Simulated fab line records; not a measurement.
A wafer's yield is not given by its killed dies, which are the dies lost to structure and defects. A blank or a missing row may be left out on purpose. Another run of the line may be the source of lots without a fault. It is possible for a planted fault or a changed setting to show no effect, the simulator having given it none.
Chamber matching ; flow sfq-line ; SFQ_TRILAYER_I1_VIA_BARC_OPEN_VIA_ETCH_071 on rie-diel-04: 4 sister chambers
The step etches BARC in O2, target depth 125 nm, time 41.7 s. 4 wafers are shown with their chamber, then 9 later ones without.

## EACH WAFER AND ITS CHAMBER
wafer;chamber;drypump-motor-current-A (A)
L562.5;0;5.7
L564.2;1;4.7
L567.2;3;6.1
L567.5;2;6.6

## WAFERS WITH NO CHAMBER GIVEN
wafer;drypump-motor-current-A (A)
L570.1;6.6
L570.4;6.1
L570.6;5.7
L573.2;6.5
L573.4;5.7
L573.6;4.7
L575.1;6.1
L575.5;5.7
L575.6;6.6

## EACH ONE'S CHAMBER
wafer;from the rows above;in truth
L570.1;2;2
L570.4;3;3
L570.6;0;0
L573.2;2;2
L573.4;0;0
L573.6;1;1
L575.1;3;3
L575.5;0;0
L575.6;2;2
Correct placement for 9 of the 9. From these rows, 0 cannot be placed. 0 placed wrongly.
How it was worked out, from the rows above alone: a wafer's distance from a chamber is the root of the sum, over the readings, of the square of ((its reading less the chamber's mean) divided by the reading's scatter). The wafer belongs to the nearest chamber; if the next one is less than 2 further off, it can't be placed. For every chamber, the mean is computed from those of its wafers that are shown. The scatter: with one shown wafer a chamber, the root of the mean of the squares of how far each hidden wafer lies from its nearest shown one.
